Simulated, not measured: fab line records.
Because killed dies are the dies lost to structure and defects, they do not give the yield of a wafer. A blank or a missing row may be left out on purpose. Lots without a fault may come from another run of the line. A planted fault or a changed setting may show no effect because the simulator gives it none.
fab line records	flow sfq-line
record: lots: 14	wafers: 40	last-day: 93
route steps=325 shown L0V@16 M2@99 I2@104 I3@146
lots that met no fault: from a run of the same line without faults
start-h: hours from the record's opening day to when the first of the lot's shown wafers began	wait-h: how many hours have passed since the lot's step before this one	" repeats the value in the row above	L1.1+2: one row covering several wafers at once	- no value, or no start was given	* or withheld: withheld	< > ~ a bound
route shown NAME@n: a module of which the file shows steps, and the number in the route of the first	usual: average and standard deviation across the fault-free wafers	same: alike in all rows	chamber/n: place in a boat	sites: the reading at each site	_std_site: their standard deviation	_edge_site: inner sites' mean taken away from outer sites' mean	radius-mm: how far each site lies from the wafer's centre	mask NAME#n: copy n	behind: tool/chamber where the wafer was last shaped	hold: reason for holding the lot/hours on hold/outcome of the hold	device: whichever transistor did not switch (one of n, p or np)	end of line: the same wafers' tests at the end of the route	where a step has no rows: the recipe by itself	killed: not the wafer's yield, but the dies lost to structure and defects at the first sort	map: the dies of a wafer, with x for killed, . for not killed, _ for no die there
set.NAME: the run value of the setting; set.NAME@STEP: its run value at that earlier step	model.NAME: the simulator's own value behind a step, which no gauge read
route steps across a sampled set of lots; one table per step, one row per wafer
services: from which hour (start-h, from the record's first day; less than 0 if before it) a tool's chamber was out of use, for how many hours, and why
== steps ==
step: SFQ_TRILAYER_L0_CAP_PECVD_011
recipe: material: SiO2	temp-c: 150	time-s: 13.333	pressure-torr: 2.4	rf-w: 183.3	precursor: SiH4/N2O	target-thk-nm: 60
usual: heater-power-w: 88/11	rf-fwd-power-W: 180.6/1	throttle-valve-pct: 24.0/1.2
lot.wafer	tool	chamber	start-h	wait-h	heater-power-w	rf-fwd-power-W	since-wet-clean-h	throttle-valve-pct
L659.2	pecvd-01	1	77.49	0.0	91	179.8	622	23.7
L659.3	"	2	"	"	86	180.6	622	22.9
L659.6	"	0	"	"	81	179.5	-	25.0
L660.1	pecvd-03	0	81.09	0.0	98	181.2	242	24.3
L660.3	"	2	"	"	86	181.2	242	22.6
L660.4	"	2	"	"	90	181.5	-	22.6
L661.2	pecvd-03	0	85.41	0.0	102	181.5	247	24.3
L661.3	"	2	"	"	78	181.5	247	22.5
L661.6	"	1	"	"	73	181.7	-	22.8
L662.2	pecvd-03	2	89.54	0.0	87	180.3	251	22.9
L662.5	"	0	"	"	96	181.8	-	24.2
L662.6	"	2	"	"	88	181.2	-	22.9
L664.1	pecvd-02	2	99.32	0.0	78	180.1	1383	25.7
L664.3	"	1	"	"	61	180.1	1383	27.0
L664.4	"	1	"	"	60	179.7	-	26.8
L665.1	pecvd-01	0	105.86	0.0	83	179.8	651	25.1
L665.3	"	1	"	"	101	179.2	651	23.8
L665.4	"	1	"	"	102	179.6	-	23.7
L666.1	pecvd-03	1	110.66	0.0	86	182.2	272	23.4
L666.2	"	2	"	"	88	182.2	272	22.7
L666.5	"	0	"	"	102	181.2	-	24.4
L667.1	pecvd-03	2	114.28	0.0	86	181.6	276	22.5
L667.4	"	2	"	"	86	182.0	-	22.9
L667.5	"	1	"	"	83	181.1	-	23.2
L668.2	pecvd-03	0	118.03	0.0	99	179.9	279	24.3
L668.3	"	2	"	"	85	181.8	279	22.8
L668.4	"	0	"	"	98	181.0	-	24.8
L670.5	pecvd-01	1	129.97	0.0	99	180.4	-	23.8
L673.1	pecvd-01	0	150.58	0.0	91	179.2	695	25.1
L673.3	"	1	"	"	99	179.7	695	24.0
L673.4	"	2	"	"	80	181.0	-	23.1
L675.3	pecvd-01	1	162.26	0.0	88	179.3	-	23.7
L675.4	"	0	"	"	92	180.2	-	25.3
L675.5	"	0	"	"	90	180.4	-	25.2
L679.2	pecvd-03	1	187.00	0.0	83	180.6	348	23.3
L679.4	"	0	"	"	100	182.0	-	24.9
L679.5	"	1	"	"	83	181.7	-	23.3
L681.1	pecvd-01	2	201.40	0.0	91	180.9	746	23.2
L681.3	"	1	"	"	100	180.1	746	23.9
L681.6	"	0	"	"	91	180.1	-	25.1
step: SFQ_TRILAYER_M2_BARC_OPEN_METAL_ETCH_077
recipe: mask-material: PR	chemistry: O2	target-depth-nm: 125	target: BARC	icp-w: 600	bias-w: 80	pressure-mtorr: 10	time-s: 41.7
usual: bias-w: 80.00/0.24	drypump-motor-current-A: 6.1/0.45	oes-product-au: 0.685/0.005	rf-fwd-power-W: 592.0/2.5
lot.wafer	tool	chamber	start-h	wait-h	bias-w	drypump-motor-current-A	oes-product-au	rf-fwd-power-W	rf-hours-counter-h
L659.2	rie-metal-02	1	653.06	0.0	80.04	6.8	0.684	589.5	72
L659.3	"	1	"	"	80.26	6.8	0.684	591.2	-
L659.6	"	0	"	"	79.70	6.4	0.689	594.4	-
L660.1	rie-metal-03	0	656.67	0.0	80.32	5.4	0.682	590.1	128
L660.3	"	1	"	"	79.60	6.3	0.688	589.9	-
L660.4	"	0	"	"	80.36	5.4	0.685	587.5	-
L661.2	rie-metal-02	0	802.10	0.0	79.64	6.4	0.676	596.7	42
L661.3	"	1	"	"	80.37	6.8	0.682	589.7	-
L661.6	"	0	"	"	79.64	6.4	0.685	593.9	-
L662.2	rie-metal-03	0	810.50	0.0	79.64	5.4	0.685	591.1	2
L662.5	"	0	"	"	80.00	5.4	0.685	589.6	-
L662.6	"	1	"	"	80.13	6.3	0.690	592.2	-
L664.1	rie-metal-03	1	833.30	0.0	80.27	6.3	0.686	590.1	107
L664.3	"	1	"	"	79.77	6.3	0.672	592.9	-
L664.4	"	0	"	"	79.75	5.4	0.683	591.2	-
L665.1	rie-metal-02	0	864.62	0.0	80.03	6.4	0.682	593.5	50
L665.3	"	1	"	"	80.09	6.8	0.682	588.7	-
L665.4	"	0	"	"	79.87	6.4	0.682	592.2	-
L666.1	rie-metal-04	1	871.95	0.0	79.93	6.3	0.689	593.0	16
L666.2	"	0	"	"	79.55	5.7	0.685	593.3	56
L666.5	"	1	"	"	80.16	6.2	0.686	594.1	-
L667.1	rie-metal-04	1	879.15	0.0	79.80	6.3	0.685	593.5	17
L667.4	"	0	"	"	79.95	5.6	0.679	595.0	-
L667.5	"	0	"	"	80.12	5.6	0.679	594.8	-
L668.2	rie-metal-02	1	887.67	0.0	79.99	6.8	0.690	587.2	104
L668.3	"	1	"	"	80.00	6.8	0.686	589.9	-
L668.4	"	0	"	"	79.68	6.4	0.680	594.4	-
L670.5	rie-metal-03	1	894.91	0.0	80.36	6.3	0.688	592.5	-
L673.1	rie-metal-04	0	904.47	0.0	79.98	5.7	0.686	591.3	60
L673.3	"	1	"	"	80.09	6.3	0.683	596.7	-
L673.4	"	0	"	"	79.82	5.7	0.692	594.5	-
L675.3	rie-metal-02	1	912.89	0.0	80.10	6.8	0.684	591.8	-
L675.4	"	0	"	"	80.01	6.4	0.691	596.6	-
L675.5	"	0	"	"	80.34	6.4	0.691	597.7	-
L679.2	rie-metal-03	1	921.27	0.0	80.27	6.3	0.680	590.1	118
L679.4	"	1	"	"	80.09	6.3	0.690	591.1	-
L679.5	"	0	"	"	80.13	5.4	0.691	588.6	-
L681.1	rie-metal-03	1	926.07	0.0	79.38	6.3	0.693	593.5	119
L681.3	"	1	"	"	79.46	6.3	0.686	589.3	-
L681.6	"	0	"	"	80.00	5.4	0.692	590.5	-
step: SFQ_TRILAYER_I2_CMP_CMP_064
recipe: material: SiO2	down-force-psi: 3	platen-rpm: 60	pad-velocity-m-s: 0.94248
usual: motor-current-A: 10.5/1.3	time-to-endpoint-s: 216/5.7
lot.wafer	tool	chamber	start-h	wait-h	motor-current-A	time-to-endpoint-s
L659.3	cmp-02	1	668.22	14.2	10.1	211
L659.2	"	3	669.22	15.2	10.0	208
L659.6	"	1	670.22	16.1	9.8	214
L660.1	cmp-02	3	671.22	13.5	10.5	213
L660.4	"	0	"	"	12.5	226
L660.3	"	2	672.72	15.0	9.8	209
L661.3	cmp-02	3	805.09	2.0	10.2	221
L661.2	"	1	806.09	3.0	10.2	215
L661.6	"	3	807.09	4.0	10.0	218
L662.2	cmp-02	2	815.84	4.3	9.2	208
L662.5	"	0	816.84	5.3	13.0	217
L662.6	"	1	"	"	9.6	214
L664.1	cmp-02	2	837.79	3.5	9.8	217
L664.4	"	3	"	"	9.8	221
L664.3	"	0	"	"	13.2	212
L665.1	cmp-01	1	865.66	0.0	11.8	223
L665.4	"	2	"	"	10.9	216
L665.3	"	0	867.16	1.5	10.7	219
L666.1	cmp-02	1	873.48	0.5	9.1	228
L666.2	"	2	"	"	9.8	220
L666.5	"	0	874.98	2.0	13.4	222
L667.4	cmp-02	1	880.70	0.5	9.7	219
L667.1	"	2	"	"	10.1	279
L667.5	"	1	882.70	2.5	9.2	211
L668.3	cmp-02	2	889.31	0.6	10.1	274
L668.4	"	3	"	"	9.6	217
L668.2	"	0	"	"	12.0	207
L670.5	cmp-02	1	897.91	2.0	10.5	224
L673.4	cmp-01	1	906.62	1.1	11.3	227
L673.3	"	2	"	"	11.9	220
L673.1	"	3	"	"	8.2	211
L675.3	cmp-01	3	914.52	0.7	8.8	229
L675.4	"	2	916.02	2.1	11.4	226
L675.5	"	3	"	"	8.6	223
L679.4	cmp-01	1	928.26	6.0	11.6	216
L679.2	"	2	"	"	11.1	207
L679.5	"	0	929.76	7.5	10.8	225
L681.3	cmp-01	2	930.26	3.2	11.7	218
L681.1	"	3	"	"	8.8	214
L681.6	"	3	932.76	5.7	8.3	214
step: SFQ_TRILAYER_I2_METRO_MEASURE_065
usual: thk-nm: 199.9/0.94
lot.wafer	tool	chamber	start-h	wait-h	thk-nm
L659.2	film-metro-04	-	671.54	0.3	200.4
L659.3	"	-	"	"	201.3
L659.6	"	-	"	"	199.6
L660.1	film-metro-03	-	674.34	0.1	201.6
L660.3	"	-	"	"	200.1
L660.4	"	-	"	"	201.1
L661.2	film-metro-03	-	807.91	0.3	200.2
L661.3	"	-	"	"	201.0
L661.6	"	-	"	"	201.2
L662.2	film-metro-02	-	818.16	0.3	200.7
L662.5	"	-	"	"	200.7
L662.6	"	-	"	"	199.8
L664.1	film-metro-02	-	840.41	0.1	199.1
L664.3	"	-	"	"	200.6
L664.4	"	-	"	"	199.1
L665.1	film-metro-03	-	868.78	0.1	198.8
L665.3	"	-	"	"	199.2
L665.4	"	-	"	"	198.3
L666.1	film-metro-04	-	876.10	0.1	199.3
L666.2	"	-	"	"	199.3
L666.5	"	-	"	"	200.5
L667.1	film-metro-03	-	883.32	0.1	306.3
L667.4	"	-	"	"	201.1
L667.5	"	-	"	"	199.9
L668.2	film-metro-03	-	892.63	0.3	200.3
L668.3	"	-	"	"	302.9
L668.4	"	-	"	"	199.1
L670.5	film-metro-04	-	899.83	0.8	199.0
L673.1	film-metro-02	-	909.24	0.1	200.4
L673.3	"	-	"	"	199.5
L673.4	"	-	"	"	200.6
L675.3	film-metro-03	-	918.04	0.5	199.8
L675.4	"	-	"	"	200.3
L675.5	"	-	"	"	199.1
L679.2	film-metro-03	-	930.58	0.3	199.1
L679.4	"	-	"	"	199.3
L679.5	"	-	"	"	199.2
L681.1	film-metro-03	-	933.38	0.1	200.8
L681.3	"	-	"	"	199.2
L681.6	"	-	"	"	200.2
step: SFQ_TRILAYER_I2_VIA_ETCH_VIA_ETCH_070
recipe: target: SiO2	stop-on: Nb	mask-material: PR	taper-deg: 20	chemistry: CHF3	target-depth-nm: 260	source-w: 500	bias-w: 80	pressure-mtorr: 30	time-s: withheld
usual: bias-w: 79.99/0.24	drypump-motor-current-A: 6.0/0.38	oes-product-au: 0.854/0.0051	rf-fwd-power-W: 498.2/1.5
lot.wafer	tool	chamber	start-h	wait-h	bias-w	drypump-motor-current-A	oes-product-au	rf-fwd-power-W
L659.2	rie-diel-02	3	674.87	0.0	79.90	6.1	0.848	500.2
L659.3	"	0	"	"	80.14	6.2	0.856	498.3
L659.6	"	0	"	"	80.12	6.2	0.843	497.3
L660.1	rie-diel-01	0	686.10	0.0	79.72	5.8	0.861	497.8
L660.3	"	1	"	"	80.08	6.2	0.857	498.2
L660.4	"	2	"	"	80.18	5.1	0.859	496.2
L661.2	rie-diel-04	0	815.44	0.0	79.77	5.8	0.859	497.6
L661.3	"	1	"	"	80.12	5.7	0.863	498.1
L661.6	"	2	"	"	80.35	5.3	0.860	497.8
L662.2	rie-diel-04	0	822.65	0.0	79.65	5.9	0.861	498.3
L662.5	"	3	"	"	79.74	6.3	0.861	497.2
L662.6	"	2	"	"	79.95	5.3	0.857	495.9
L664.1	rie-diel-02	2	843.93	0.0	80.06	5.6	0.850	496.5
L664.3	"	3	"	"	80.30	6.1	0.855	496.7
L664.4	"	1	"	"	80.04	5.8	0.848	497.3
L665.1	rie-diel-04	3	872.30	0.0	79.95	6.4	0.848	498.9
L665.3	"	0	"	"	80.13	5.8	0.850	498.9
L665.4	"	1	"	"	79.67	5.7	0.847	497.3
L666.1	rie-diel-04	0	879.63	0.0	79.66	5.8	0.861	501.9
L666.2	"	1	"	"	79.87	5.6	0.847	497.7
L666.5	"	1	"	"	80.05	5.7	0.856	497.1
L667.1	rie-diel-04	2	1022.69	0.0	79.81	5.3	1.005	495.6
L667.4	"	0	"	"	79.85	5.8	0.856	500.5
L667.5	"	0	"	"	80.15	5.8	0.858	497.6
L668.2	rie-diel-01	1	1033.07	0.0	79.96	6.2	0.854	500.7
L668.3	"	3	"	"	80.17	6.6	0.991	499.3
L668.4	"	3	"	"	80.31	6.6	0.847	495.6
L670.5	rie-diel-02	0	1039.52	0.1	80.02	6.2	0.851	497.0
L673.1	rie-diel-01	0	1051.29	0.0	79.93	5.8	0.856	496.7
L673.3	"	3	"	"	80.00	6.6	0.854	498.1
L673.4	"	0	"	"	79.92	5.8	0.858	498.0
L675.3	rie-diel-02	2	1059.57	0.0	79.83	5.6	0.856	498.9
L675.4	"	3	"	"	80.27	6.1	0.856	499.3
L675.5	"	3	"	"	80.34	6.1	0.858	497.4
L679.2	rie-diel-04	0	1070.37	0.0	80.16	5.9	0.855	500.3
L679.4	"	1	"	"	80.09	5.6	0.849	496.9
L679.5	"	1	"	"	79.94	5.7	0.851	498.7
L681.1	rie-diel-01	1	1075.17	0.0	79.80	6.2	0.854	500.1
L681.3	"	0	"	"	79.91	5.8	0.850	499.4
L681.6	"	0	"	"	80.16	5.8	0.857	498.0
step: SFQ_TRILAYER_I3_VIA_STRIP_STRIP_089
recipe: gas: O2	power-w: 200	platen-temp-c: 40	overash-fraction: 0.65	chemistry: O2	pressure-mtorr: 50
usual: drypump-motor-current-A: 6.1/0.39	oes-product-au: 1.001/0.0069
lot.wafer	tool	chamber	start-h	wait-h	drypump-motor-current-A	oes-product-au	rf-hours-counter-h
L659.2	rie-metal-04	0	823.95	-	5.7	1.002	51
L659.3	"	0	"	"	5.7	1.007	-
L659.6	"	1	"	"	6.2	0.995	-
L660.1	rie-metal-01	0	837.76	-	5.7	0.990	95
L660.3	"	1	"	"	5.9	0.994	-
L660.4	"	0	"	"	5.7	0.994	-
L661.2	rie-metal-02	0	961.59	-	6.4	0.991	61
L661.3	"	0	"	"	6.4	0.990	-
L661.6	"	0	"	"	6.4	0.993	-
L662.2	rie-metal-04	1	970.47	-	6.3	1.006	27
L662.5	"	0	"	"	5.7	1.003	-
L662.6	"	1	"	"	6.2	1.001	-
L664.1	rie-metal-02	1	1120.04	-	6.8	1.006	3
L664.3	"	0	"	"	6.4	0.990	-
L664.4	"	1	"	"	6.8	1.002	-
L665.1	rie-metal-02	1	1122.44	-	6.8	1.004	3
L665.3	"	1	"	"	6.8	1.010	-
L665.4	"	0	"	"	6.4	1.001	-
L666.1	rie-metal-02	1	1127.24	-	6.8	1.012	4
L666.2	"	0	"	"	6.4	0.991	86
L666.5	"	1	"	"	6.8	1.007	-
L667.1	rie-metal-04	0	1157.79	-	5.7	1.008	88
L667.4	"	1	"	"	6.3	1.004	-
L667.5	"	0	"	"	5.6	1.004	-
L668.2	rie-metal-04	0	1161.07	-	5.7	0.996	89
L668.3	"	1	"	"	6.2	1.020	-
L668.4	"	0	"	"	5.7	1.009	-
L670.5	rie-metal-04	0	1176.82	-	5.6	1.002	-
L673.1	rie-metal-01	1	1189.67	-	5.9	1.000	85
L673.3	"	0	"	"	5.7	0.990	-
L673.4	"	1	"	"	5.9	1.005	-
L675.3	rie-metal-02	0	1319.96	-	6.4	0.999	-
L675.4	"	1	"	"	6.8	0.998	-
L675.5	"	1	"	"	6.8	1.008	-
L679.2	rie-metal-01	0	1326.96	-	5.8	0.999	30
L679.4	"	1	"	"	5.9	1.005	-
L679.5	"	0	"	"	5.8	0.994	-
L681.1	rie-metal-04	1	1331.89	-	6.2	0.999	78
L681.3	"	1	"	"	6.2	1.004	-
L681.6	"	1	"	"	6.2	1.004	-
== services ==
tool	chamber	start-h	hours	kind
rie-metal-04	-	56.64	0.1	repair
cmp-02	-	58.32	6.3	pm
cmp-02	-	62.74	0.6	repair
cmp-02	-	86.06	0.5	repair
rie-metal-02	-	90.62	2.8	pm
cmp-02	-	97.56	6.6	repair
cmp-02	-	119.18	6.1	pm
cmp-02	-	125.04	0.7	repair
cmp-02	-	165.30	3.0	repair
rie-metal-04	-	165.69	2.8	pm
cmp-02	-	210.49	0.5	repair
cmp-02	-	232.06	4.0	pm
cmp-02	-	261.66	0.3	repair
rie-metal-04	-	388.99	1.4	pm
cmp-02	-	401.87	8.3	pm
rie-metal-02	-	669.02	0.1	repair
rie-metal-02	1	699.83	1.4	repair
rie-metal-02	-	888.46	1.4	pm
rie-metal-02	0	1011.28	3.5	repair
rie-metal-02	1	1026.60	1.2	repair
rie-metal-02	-	1091.66	0.7	repair
rie-metal-02	-	1190.82	2.8	pm
rie-metal-02	-	1207.42	6.1	repair
rie-metal-02	-	1228.90	0.5	repair
== key ==
first-sign: step: SFQ_TRILAYER_I2_CMP_CMP_064	reading: time-to-endpoint-s	direction: up	sigmas: 11	usual: *	struck: *
effect: step: SFQ_TRILAYER_I2_METRO_MEASURE_065	reading: thk-nm	direction: up	sigmas: 99+	usual: 199.9	struck: 304.6
effect: step: SFQ_TRILAYER_I2_VIA_ETCH_VIA_ETCH_070	reading: oes-product-au	direction: up	sigmas: 28	usual: 0.854	struck: 0.998
met-at SFQ_TRILAYER_I2_CMP_CMP_064
struck-lots L667,L668
struck-wafers L667.1,L668.3
not-acting-at SFQ_TRILAYER_L0_CAP_PECVD_011,SFQ_TRILAYER_M2_BARC_OPEN_METAL_ETCH_077,SFQ_TRILAYER_I3_VIA_STRIP_STRIP_089
onset-between 873.48 880.70
fault: kind: process-parameter-drift	tool: cmp-02	chamber: -	onset-h: 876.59	steps: SFQ_TRILAYER_I2_CMP_CMP_064	channel: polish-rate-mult	offset: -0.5	shape: step	end-h: 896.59	scope: struck-wafers-only
